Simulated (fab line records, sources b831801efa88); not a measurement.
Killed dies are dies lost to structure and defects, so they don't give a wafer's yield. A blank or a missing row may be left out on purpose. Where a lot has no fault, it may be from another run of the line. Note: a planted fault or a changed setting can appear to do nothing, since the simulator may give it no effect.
fab line records	flow sky130	part 1 of 2: steps 1 to 29 of 36
record: lots: 5	wafers: 15	lastDay: 50
route steps=708 shown VIA1@469 METAL2@483
lots untouched by any fault: they come from a run of this same line in which no faults occurred
startH: hours from the record's opening day to when the first of the lot's shown wafers began	waitH: hours from the lot's prior step to this one	" identical to the entry in the row above	L1.1+2: a row that stands for several wafers	- value missing, or start not given	* or withheld: withheld	< > ~ a bound
route shown NAME@n: names a module that has steps shown in the file, with the first one's number in the route	usual: mean/standard deviation of fault-free wafers	same: alike in all rows	chamber/n: place in a boat	sites: readings site by site	_std_site: standard deviation of those values	_edge_site: outer sites' mean less inner sites'	radiusMm: for every site, how far away it sits from the centre of the wafer	mask NAME#n: copy n	behind: the last tool/chamber to shape the wafer	hold: cause of the lot's hold/its duration in hours/its outcome	device: the transistor (n, p or np) that didn't switch	end of line: the tests these same wafers got at the end of their route	step lacking rows: just its recipe	killed: at the first sort, the dies lost to defects and structure; wafer yield is something else	map: shows each die of a wafer: x if killed, . if not, _ if none is there
set.NAME: the setting the step ran with; set.NAME@STEP: the setting that earlier step ran with	model.NAME: the simulator's own value behind a step, which no gauge read
a table for each step, a row for each wafer; lots at some steps of the route
services: from which hour (startH, from the record's first day; less than 0 if before it) a tool's chamber was out of use, for how many hours, and why
== steps ==
step: SKY_VIA1_DEVELOP_11
recipe: developTimeS: 60	resist: KrF-thick	devTempC: 21
lot.wafer	tool	chamber	startH	waitH
L083.1+3+6	lithoTrack-03	0	-	-
L086.3+5+6	lithoTrack-02	0	-	-
L088.4+5+6	lithoTrack-03	0	-	-
L091.2+5+6	lithoTrack-04	0	-	-
L095.2+4+6	lithoTrack-02	0	-	-
step: SKY_VIA1_CD_MEAS_12
recipe: targetCdNm: 150
usual: cdNm: 150.2/1.7
lot.wafer	tool	chamber	startH	waitH	cdNm
L083.1	cdSem-01	-	862.32	-	152.6
L083.3	"	-	"	"	152.1
L083.6	"	-	"	"	153.4
L086.3	cdSem-02	-	891.00	-	149.0
L086.5	"	-	"	"	149.0
L086.6	"	-	"	"	149.7
L088.4	cdSem-02	-	900.78	-	149.6
L088.5	"	-	"	"	147.8
L088.6	"	-	"	"	149.2
L091.2	cdSem-02	-	920.11	-	148.9
L091.5	"	-	"	"	151.6
L091.6	"	-	"	"	150.8
L095.2	cdSem-02	-	945.18	-	148.1
L095.4	"	-	"	"	148.0
L095.6	"	-	"	"	150.7
step: SKY_VIA1_OVL_MEAS_13
usual: VIA1_OVL: -1/6.4
lot.wafer	tool	chamber	startH	waitH	VIA1_OVL[nm]
L083.1	overlay-02	-	862.44	0.1	-10
L083.3	"	-	"	"	-9
L083.6	"	-	"	"	-5
L086.3	overlay-02	-	891.09	0.1	-3
L086.5	"	-	"	"	-3
L086.6	"	-	"	"	-8
L088.4	overlay-02	-	900.86	0.1	-9
L088.5	"	-	"	"	-6
L088.6	"	-	"	"	-2
L091.2	overlay-01	-	920.21	0.1	-16
L091.5	"	-	"	"	-14
L091.6	"	-	"	"	-11
L095.2	overlay-01	-	945.28	0.1	-6
L095.4	"	-	"	"	-5
L095.6	"	-	"	"	-2
step: SKY_VIA1_ETCH_14
recipe: chemistry: N2/H2	target: BARC	ionEnergyEv: 200	sourceW: 500	biasW: 100	pressureMtorr: 30	n2FlowSccm: 100	h2FlowSccm: 200	stopOn: SiO2	timeS: 45.9	targetDepthA: 600
usual: drypumpMotorCurrentA: 5.8/0.51	oesProductAu: 0.856/0.0041	throttleValvePct: 13.225/0.0086
lot.wafer	tool	chamber	startH	waitH	drypumpMotorCurrentA	oesProductAu	rfHoursCounterH	throttleValvePct
L083.1	rieDiel-01	0	862.48	0.0	4.9	0.848	19	13.234
L083.3	"	1	"	"	6.2	0.854	7	13.220
L083.6	"	0	"	"	4.9	0.852	-	13.215
L086.3	rieDiel-01	1	891.11	0.0	6.2	0.847	8	13.231
L086.5	"	1	"	"	6.2	0.855	-	13.221
L086.6	"	0	"	"	4.9	0.858	-	13.204
L088.4	rieDiel-01	3	900.88	0.0	5.6	0.863	20	13.239
L088.5	"	2	"	"	6.4	0.855	-	13.227
L088.6	"	1	"	"	6.2	0.848	-	13.217
L091.2	rieDiel-02	1	920.24	0.0	5.9	0.853	23	13.213
L091.5	"	3	"	"	5.7	0.855	-	13.230
L091.6	"	2	"	"	5.3	0.855	-	13.232
L095.2	rieDiel-04	2	945.31	0.0	6.7	0.852	9	13.227
L095.4	"	2	"	"	6.7	0.853	-	13.218
L095.6	"	3	"	"	6.2	0.847	-	13.217
step: SKY_VIA1_ETCH_15
recipe: target: SiO2	chemistry: C4F8/O2/Ar	targetDepthNm: 351	stopOn: TiN	maskMaterial: KrF-thick	sourceW: 1500	biasW: 1200	pressureMtorr: 40	c4f8FlowSccm: withheld	O2_flow_sccm: 6	Ar_flow_sccm: 300	timeS: 54
usual: oesProductAu: 0.980/0.0059
lot.wafer	tool	chamber	startH	waitH	oesProductAu	rfHoursCounterH
L083.1	rieDiel-01	0	862.52	0.0	0.982	20
L083.3	"	1	"	"	0.978	7
L083.6	"	0	"	"	0.977	-
L086.3	rieDiel-01	1	891.15	0.0	0.983	8
L086.5	"	1	"	"	0.979	-
L086.6	"	0	"	"	0.972	-
L088.4	rieDiel-01	3	900.92	0.0	0.975	20
L088.5	"	2	"	"	0.986	-
L088.6	"	1	"	"	0.989	-
L091.2	rieDiel-02	1	920.28	0.0	0.977	23
L091.5	"	3	"	"	0.991	-
L091.6	"	2	"	"	0.983	-
L095.2	rieDiel-04	2	945.38	0.0	0.981	9
L095.4	"	2	"	"	0.980	-
L095.6	"	3	"	"	0.975	-
step: SKY_VIA1_STRIP_16
recipe: chemistry: O2/N2	powerW: 1400	pressureMtorr: 1500	platenTempC: withheld	o2FlowSccm: 3000	n2FlowSccm: 300	overashFraction: 0.5
usual: drypumpMotorCurrentA: 6.2/0.44	oesProductAu: 0.415/0.0047	stripTimeToEndpointS: 4.462/0.018
lot.wafer	tool	chamber	startH	waitH	drypumpMotorCurrentA	oesProductAu	rfHoursCounterH	stripTimeToEndpointS
L083.1	plasmaAsher-03	0	862.56	0.0	5.9	0.416	43	4.458
L083.3	"	0	"	"	6.0	0.425	-	4.451
L083.6	"	1	"	"	6.4	0.419	-	4.439
L086.3	plasmaAsher-02	1	891.23	0.1	6.4	0.410	-	4.461
L086.5	"	1	"	"	6.5	0.418	-	4.444
L086.6	"	0	"	"	6.6	0.413	-	4.455
L088.4	plasmaAsher-03	1	901.00	0.1	6.4	0.412	-	4.467
L088.5	"	0	"	"	5.9	0.421	-	4.469
L088.6	"	1	"	"	6.4	0.412	-	4.458
L091.2	plasmaAsher-02	0	920.33	0.0	6.6	0.420	19	4.461
L091.5	"	1	"	"	6.4	0.418	-	4.448
L091.6	"	0	"	"	6.6	0.417	-	4.450
L095.2	plasmaAsher-02	1	945.45	0.0	6.4	0.417	21	4.440
L095.4	"	1	"	"	6.4	0.419	-	4.452
L095.6	"	0	"	"	6.6	0.408	-	4.448
step: SKY_VIA1_STRIP_17
recipe: chemistry: postEtchResidueRemover	timeS: 1200	tempC: 72.5
usual: bathHeatDutyPct: 14/3.1
lot.wafer	tool	chamber	startH	waitH	bathHeatDutyPct
L083.1	wetBench-04	1	862.66	0.1	9
L083.3	"	1	"	"	9
L083.6	"	1	"	"	9
L086.3	wetBench-04	1	891.30	0.0	9
L086.5	"	1	"	"	10
L086.6	"	1	"	"	10
L088.4	wetBench-02	0	901.06	0.0	18
L088.5	"	0	"	"	19
L088.6	"	0	"	"	20
L091.2	wetBench-02	0	920.43	0.1	18
L091.5	"	0	"	"	19
L091.6	"	0	"	"	20
L095.2	wetBench-03	0	945.55	0.1	14
L095.4	"	0	"	"	14
L095.6	"	0	"	"	15
step: SKY_VIA1_CLEAN_18
recipe: chemistry: IPA	timeS: 180	tempC: 25
usual: bathHeatDutyPct: 6.0/0.85
lot.wafer	tool	chamber	startH	waitH	bathHeatDutyPct
L083.1	wetBench-02	2	863.01	0.0	6.3
L083.3	"	2	"	"	6.9
L083.6	"	2	"	"	5.8
L086.3	wetBench-02	0	891.71	0.0	8.9
L086.5	"	0	"	"	7.8
L086.6	"	0	"	"	7.9
L088.4	wetBench-04	2	901.44	0.0	5.8
L088.5	"	2	"	"	5.9
L088.6	"	2	"	"	5.3
L091.2	wetBench-03	1	920.80	0.0	5.8
L091.5	"	1	"	"	6.3
L091.6	"	1	"	"	5.5
L095.2	wetBench-03	1	945.92	0.0	5.4
L095.4	"	1	"	"	5.6
L095.6	"	1	"	"	5.5
step: SKY_VIA1_CLEAN_19
recipe: chemistry: O3/DIW	dry: n2Spin
lot.wafer	tool	chamber	startH	waitH
L083.1+3+6	wetBench-03	0	863.06	0.0
L086.3+5+6	wetBench-04	1	891.77	0.0
L088.4+5+6	wetBench-02	0	901.50	0.0
L091.2+5+6	wetBench-02	3	920.87	0.0
L095.2+4+6	wetBench-03	3	945.98	0.0
step: SKY_VIA1_SPUTTER_20
recipe: material: TiN	targetThkNm: 20	chamberPressurePa: 5	powerW: 4000	timeS: 80
usual: throttleValvePct: 30.1/0.81
lot.wafer	tool	chamber	startH	waitH	throttleValvePct
L083.1	pvdSputter-02	-	863.16	0.0	30.3
L083.3	"	-	"	"	30.0
L083.6	"	-	"	"	30.2
L086.3	pvdSputter-02	-	891.88	0.0	30.1
L086.5	"	-	"	"	30.1
L086.6	"	-	"	"	30.1
L088.4	pvdSputter-02	-	901.63	0.0	31.5
L088.5	"	-	"	"	30.4
L088.6	"	-	"	"	30.3
L091.2	pvdSputter-01	-	920.97	0.0	28.2
L091.5	"	-	"	"	31.1
L091.6	"	-	"	"	28.3
L095.2	pvdSputter-02	-	946.08	0.0	30.1
L095.4	"	-	"	"	30.3
L095.6	"	-	"	"	30.3
step: SKY_VIA1_CVD_21
recipe: material: W	targetThkNm: 270	timeS: 80.902	tempC: 400	pressureTorr: 40
usual: heaterPowerW: 958/86
lot.wafer	tool	chamber	startH	waitH	heaterPowerW	sinceWetCleanH
L083.1	cvdW-01	0	863.23	0.0	824	959
L083.3	"	1	"	"	952	-
L083.6	"	0	"	"	801	-
L086.3	cvdW-02	1	891.97	0.1	1061	-
L086.5	"	1	"	"	1056	-
L086.6	"	0	"	"	987	-
L088.4	cvdW-01	0	901.69	0.0	836	-
L088.5	"	0	"	"	824	-
L088.6	"	1	"	"	922	-
L091.2	cvdW-01	0	921.03	0.0	783	3
L091.5	"	1	"	"	980	-
L091.6	"	0	"	"	823	-
L095.2	cvdW-02	0	946.17	0.1	964	-
L095.4	"	0	"	"	950	-
L095.6	"	0	"	"	993	-
step: SKY_VIA1_RS_MEAS_22
recipe: thkMeasGauge: four-point-probe	reads: W_of_VIA1_CVD_21+TiN_of_VIA1_SPUTTER_20
usual: VIA1_W_RS: 0.422/0.006
lot.wafer	tool	chamber	startH	waitH	VIA1_W_RS[ohm/sq]
L083.1	filmMetro-01	-	863.32	0.1	0.421
L083.3	"	-	"	"	0.429
L083.6	"	-	"	"	0.419
L086.3	filmMetro-01	-	892.07	0.1	0.415
L086.5	"	-	"	"	0.416
L086.6	"	-	"	"	0.425
L088.4	filmMetro-01	-	901.81	0.1	0.426
L088.5	"	-	"	"	0.421
L088.6	"	-	"	"	0.417
L091.2	filmMetro-01	-	921.14	0.1	0.426
L091.5	"	-	"	"	0.414
L091.6	"	-	"	"	0.423
L095.2	filmMetro-02	-	946.35	0.1	0.428
L095.4	"	-	"	"	0.426
L095.6	"	-	"	"	0.428
step: SKY_VIA1_THK_MEAS_23
recipe: thkMeasGauge: xrf	reads: W_of_VIA1_CVD_21
usual: VIA1_W_THK: 276/4.2
lot.wafer	tool	chamber	startH	waitH	VIA1_W_THK[nm]
L083.1	filmMetro-01	-	863.44	0.1	277
L083.3	"	-	"	"	272
L083.6	"	-	"	"	278
L086.3	filmMetro-01	-	892.17	0.1	283
L086.5	"	-	"	"	281
L086.6	"	-	"	"	273
L088.4	filmMetro-01	-	901.90	0.1	275
L088.5	"	-	"	"	277
L088.6	"	-	"	"	281
L091.2	filmMetro-01	-	921.25	0.1	274
L091.5	"	-	"	"	283
L091.6	"	-	"	"	274
L095.2	filmMetro-02	-	946.46	0.1	271
L095.4	"	-	"	"	273
L095.6	"	-	"	"	273
step: SKY_VIA1_CMP_24
recipe: stopOn: SiO2	tOverpolishS: 15	downForcePsi: 3.5	platenRpm: 60	targetThkNm: 0	padVelocityMS: 0.94248
usual: motorCurrentA: 10.9/1.2	overpolishRunS: 14.999/0.0094	slurryFilterDpKPa: 13.51/0.14	slurryFlowMlMin: 150.0/0.49	timeToEndpointS: 66/3
lot.wafer	tool	chamber	startH	waitH	motorCurrentA	overpolishRunS	slurryFilterDpKPa	slurryFlowMlMin	timeToEndpointS
L083.1	cmp-01	2	863.50	0.1	13.1	15.006	13.61	149.6	65
L083.3	"	1	"	"	9.8	14.998	13.46	150.4	60
L083.6	"	3	"	"	11.3	15.005	13.49	149.1	60
L086.3	cmp-02	0	892.21	0.0	10.3	14.997	13.44	150.2	69
L086.6	"	0	"	"	10.4	14.992	13.28	149.9	70
L086.5	"	1	"	"	12.3	14.987	13.41	150.5	69
L088.4	cmp-02	0	902.39	0.5	10.0	14.997	13.45	151.7	65
L088.6	"	2	"	"	10.2	15.001	13.79	149.8	69
L088.5	"	3	"	"	9.2	14.982	13.55	149.8	70
L091.2	cmp-02	0	921.35	0.1	10.9	14.985	13.30	149.8	64
L091.5	"	3	"	"	9.0	14.989	13.69	150.6	67
L091.6	"	0	"	"	10.5	14.988	13.73	149.4	69
L095.2	cmp-02	2	946.56	0.1	10.2	14.972	13.49	149.9	68
L095.4	"	3	"	"	9.5	15.004	13.37	149.8	66
L095.6	"	2	"	"	10.1	15.004	13.58	150.0	69
step: SKY_METAL2_SPUTTER_00
recipe: material: Ti	targetThkNm: 15	powerW: 3000	timeS: 10	chamberPressurePa: 0.4
usual: throttleValvePct: 30.0/0.84
lot.wafer	tool	chamber	startH	waitH	throttleValvePct
L083.1	pvdSputter-03	-	863.80	0.2	30.3
L083.3	"	-	"	"	29.4
L083.6	"	-	"	"	30.1
L086.3	pvdSputter-01	-	892.51	0.2	31.0
L086.5	"	-	"	"	30.3
L086.6	"	-	"	"	31.0
L088.4	pvdSputter-04	-	902.59	0.1	29.7
L088.5	"	-	"	"	29.4
L088.6	"	-	"	"	31.2
L091.2	pvdSputter-03	-	921.60	0.2	29.5
L091.5	"	-	"	"	30.4
L091.6	"	-	"	"	29.7
L095.2	pvdSputter-04	-	946.81	0.2	31.0
L095.4	"	-	"	"	29.4
L095.6	"	-	"	"	31.2
step: SKY_METAL2_SPUTTER_01
recipe: material: TiN	targetThkNm: 20	powerW: 6500	timeS: 16.7	chamberPressurePa: 0.4
usual: throttleValvePct: 30.0/0.86
lot.wafer	tool	chamber	startH	waitH	throttleValvePct
L083.1	pvdSputter-03	-	863.82	0.0	30.5
L083.3	"	-	"	"	29.4
L083.6	"	-	"	"	29.9
L086.3	pvdSputter-01	-	892.53	0.0	31.1
L086.5	"	-	"	"	30.6
L086.6	"	-	"	"	31.2
L088.4	pvdSputter-04	-	902.61	0.0	29.1
L088.5	"	-	"	"	29.4
L088.6	"	-	"	"	31.0
L091.2	pvdSputter-03	-	921.62	0.0	29.5
L091.5	"	-	"	"	30.3
L091.6	"	-	"	"	29.6
L095.2	pvdSputter-04	-	946.83	0.0	30.7
L095.4	"	-	"	"	29.5
L095.6	"	-	"	"	31.0
step: SKY_METAL2_SPUTTER_02
recipe: material: AlCu	targetThkNm: 250	powerW: 10600	timeS: 13.3	chamberPressurePa: 0.4
usual: throttleValvePct: 30.0/0.84
lot.wafer	tool	chamber	startH	waitH	throttleValvePct
L083.1	pvdSputter-03	-	863.85	0.0	30.3
L083.3	"	-	"	"	29.6
L083.6	"	-	"	"	30.2
L086.3	pvdSputter-01	-	892.56	0.0	30.9
L086.5	"	-	"	"	30.2
L086.6	"	-	"	"	31.0
L088.4	pvdSputter-04	-	902.64	0.0	29.4
L088.5	"	-	"	"	29.6
L088.6	"	-	"	"	31.2
L091.2	pvdSputter-03	-	921.65	0.0	29.6
L091.5	"	-	"	"	30.1
L091.6	"	-	"	"	29.7
L095.2	pvdSputter-04	-	946.86	0.0	30.8
L095.4	"	-	"	"	29.5
L095.6	"	-	"	"	31.3
step: SKY_METAL2_SPUTTER_03
recipe: material: Ti	targetThkNm: 5	powerW: 3000	timeS: 3.3	chamberPressurePa: 0.4
usual: throttleValvePct: 30.0/0.84
lot.wafer	tool	chamber	startH	waitH	throttleValvePct
L083.1	pvdSputter-03	-	863.87	0.0	30.4
L083.3	"	-	"	"	29.6
L083.6	"	-	"	"	30.1
L086.3	pvdSputter-01	-	892.59	0.0	31.3
L086.5	"	-	"	"	30.5
L086.6	"	-	"	"	30.8
L088.4	pvdSputter-04	-	902.66	0.0	29.5
L088.5	"	-	"	"	29.6
L088.6	"	-	"	"	31.1
L091.2	pvdSputter-03	-	921.67	0.0	29.6
L091.5	"	-	"	"	30.1
L091.6	"	-	"	"	29.6
L095.2	pvdSputter-04	-	946.88	0.0	30.9
L095.4	"	-	"	"	29.6
L095.6	"	-	"	"	30.9
step: SKY_METAL2_SPUTTER_04
recipe: material: TiN	targetThkNm: 70	powerW: 6500	timeS: 58.3	chamberPressurePa: 0.4
usual: throttleValvePct: 30.0/0.83
lot.wafer	tool	chamber	startH	waitH	throttleValvePct
L083.1	pvdSputter-03	-	863.89	0.0	30.4
L083.3	"	-	"	"	29.7
L083.6	"	-	"	"	30.3
L086.3	pvdSputter-01	-	892.61	0.0	31.2
L086.5	"	-	"	"	30.3
L086.6	"	-	"	"	31.0
L088.4	pvdSputter-04	-	902.68	0.0	29.6
L088.5	"	-	"	"	29.6
L088.6	"	-	"	"	30.9
L091.2	pvdSputter-03	-	921.69	0.0	29.7
L091.5	"	-	"	"	30.2
L091.6	"	-	"	"	29.6
L095.2	pvdSputter-04	-	946.90	0.0	30.8
L095.4	"	-	"	"	29.5
L095.6	"	-	"	"	31.0
step: SKY_METAL2_RS_MEAS_05
recipe: thkMeasGauge: four-point-probe	reads: TiN_of_METAL2_SPUTTER_04+Ti_of_METAL2_SPUTTER_03+AlCu_of_METAL2_SPUTTER_02+TiN_of_METAL2_SPUTTER_01+Ti_of_METAL2_SPUTTER_00
usual: METAL2_ALCU_RS: 0.1269/0.0011
lot.wafer	tool	chamber	startH	waitH	METAL2_ALCU_RS[ohm/sq]
L083.1	filmMetro-02	-	863.94	0.0	0.1277
L083.3	"	-	"	"	0.1281
L083.6	"	-	"	"	0.1275
L086.3	filmMetro-04	-	892.71	0.1	0.1274
L086.5	"	-	"	"	0.1261
L086.6	"	-	"	"	0.1276
L088.4	filmMetro-01	-	902.79	0.1	0.1289
L088.5	"	-	"	"	0.1294
L088.6	"	-	"	"	0.1281
L091.2	filmMetro-01	-	921.76	0.0	0.1267
L091.5	"	-	"	"	0.1259
L091.6	"	-	"	"	0.1258
L095.2	filmMetro-01	-	946.97	0.0	0.1268
L095.4	"	-	"	"	0.1266
L095.6	"	-	"	"	0.1269
step: SKY_METAL2_THK_MEAS_06
recipe: thkMeasGauge: xrf	reads: AlCu_of_METAL2_SPUTTER_02
usual: METAL2_ALCU_THK: 253/3.2
lot.wafer	tool	chamber	startH	waitH	METAL2_ALCU_THK[nm]
L083.1	filmMetro-02	-	864.06	0.1	251
L083.3	"	-	"	"	250
L083.6	"	-	"	"	251
L086.3	filmMetro-04	-	892.81	0.1	252
L086.5	"	-	"	"	254
L086.6	"	-	"	"	250
L088.4	filmMetro-01	-	902.88	0.1	247
L088.5	"	-	"	"	247
L088.6	"	-	"	"	247
L091.2	filmMetro-01	-	921.87	0.1	250
L091.5	"	-	"	"	251
L091.6	"	-	"	"	251
L095.2	filmMetro-01	-	947.08	0.1	251
L095.4	"	-	"	"	253
L095.6	"	-	"	"	251
step: SKY_METAL2_DEHYDRATE_07
recipe: tempC: 200	timeS: 60
lot.wafer	tool	chamber	startH	waitH
L083.1+3+6	lithoTrack-03	0	876.97	12.9
L086.3+5+6	lithoTrack-03	0	904.57	11.8
L088.4+5+6	lithoTrack-01	0	914.89	12.0
L091.2+5+6	lithoTrack-01	0	933.49	11.6
L095.2+4+6	lithoTrack-03	0	958.75	11.7
step: SKY_METAL2_HMDS_08
recipe: primeTimeS: 60	primeTempC: 120
lot.wafer	tool	chamber	startH	waitH
L083.1+3+6	lithoTrack-03	0	877.12	0.1
L086.3+5+6	lithoTrack-03	0	904.72	0.1
L088.4+5+6	lithoTrack-01	0	915.04	0.1
L091.2+5+6	lithoTrack-01	0	933.64	0.1
L095.2+4+6	lithoTrack-03	0	958.90	0.1
step: SKY_METAL2_COAT_09
recipe: resist: BARC	tempC: withheld	timeS: withheld	spinRpm: 3000	resistThkNm: 60
lot.wafer	tool	chamber	startH	waitH
L083.1+3+6	lithoTrack-03	0	877.27	0.1
L086.3+5+6	lithoTrack-03	0	904.87	0.1
L088.4+5+6	lithoTrack-01	0	915.19	0.1
L091.2+5+6	lithoTrack-01	0	933.79	0.1
L095.2+4+6	lithoTrack-03	0	959.05	0.1
step: SKY_METAL2_COAT_10
recipe: resist: KrF-thick	spinRpm: 3000	resistThkNm: 450
lot.wafer	tool	chamber	startH	waitH
L083.1+3+6	lithoTrack-03	0	-	-
L086.3+5+6	lithoTrack-03	0	-	-
L088.4+5+6	lithoTrack-01	0	-	-
L091.2+5+6	lithoTrack-01	0	-	-
L095.2+4+6	lithoTrack-03	0	-	-
step: SKY_METAL2_SOFTBAKE_11
recipe: tempC: 100	timeS: 90	resist: KrF-thick
lot.wafer	tool	chamber	startH	waitH
L083.1+3+6	lithoTrack-03	0	-	-
L086.3+5+6	lithoTrack-03	0	-	-
L088.4+5+6	lithoTrack-01	0	-	-
L091.2+5+6	lithoTrack-01	0	-	-
L095.2+4+6	lithoTrack-03	0	-	-
step: SKY_METAL2_EXPOSE_12
recipe: maskId: MM2	na: 0.8	sourceShape: annular	sigmaInner: 0.55	sigmaOuter: 0.85	targetCdNm: 140	doseMj: 28
lot.wafer	tool	chamber	startH	waitH	mask
L083.1+3+6	krfScanner-02	0	-	-	MM2#0
L086.3+5+6	krfScanner-02	0	-	-	MM2#0
L088.4+5+6	krfScanner-02	0	-	-	MM2#0
L091.2+5+6	krfScanner-01	0	-	-	MM2#0
L095.2+4+6	krfScanner-01	0	-	-	MM2#0
step: SKY_METAL2_PEB_13
recipe: pebTempC: withheld	pebTimeS: withheld	resist: KrF-thick
lot.wafer	tool	chamber	startH	waitH
L083.1+3+6	lithoTrack-01	0	-	-
L086.3+5+6	lithoTrack-01	0	-	-
L088.4+5+6	lithoTrack-03	0	-	-
L091.2+5+6	lithoTrack-01	0	-	-
L095.2+4+6	lithoTrack-01	0	-	-
step: SKY_METAL2_DEVELOP_14
recipe: developTimeS: 60	resist: KrF-thick	devTempC: 21
lot.wafer	tool	chamber	startH	waitH
L083.1+3+6	lithoTrack-01	0	-	-
L086.3+5+6	lithoTrack-01	0	-	-
L088.4+5+6	lithoTrack-03	0	-	-
L091.2+5+6	lithoTrack-01	0	-	-
L095.2+4+6	lithoTrack-01	0	-	-
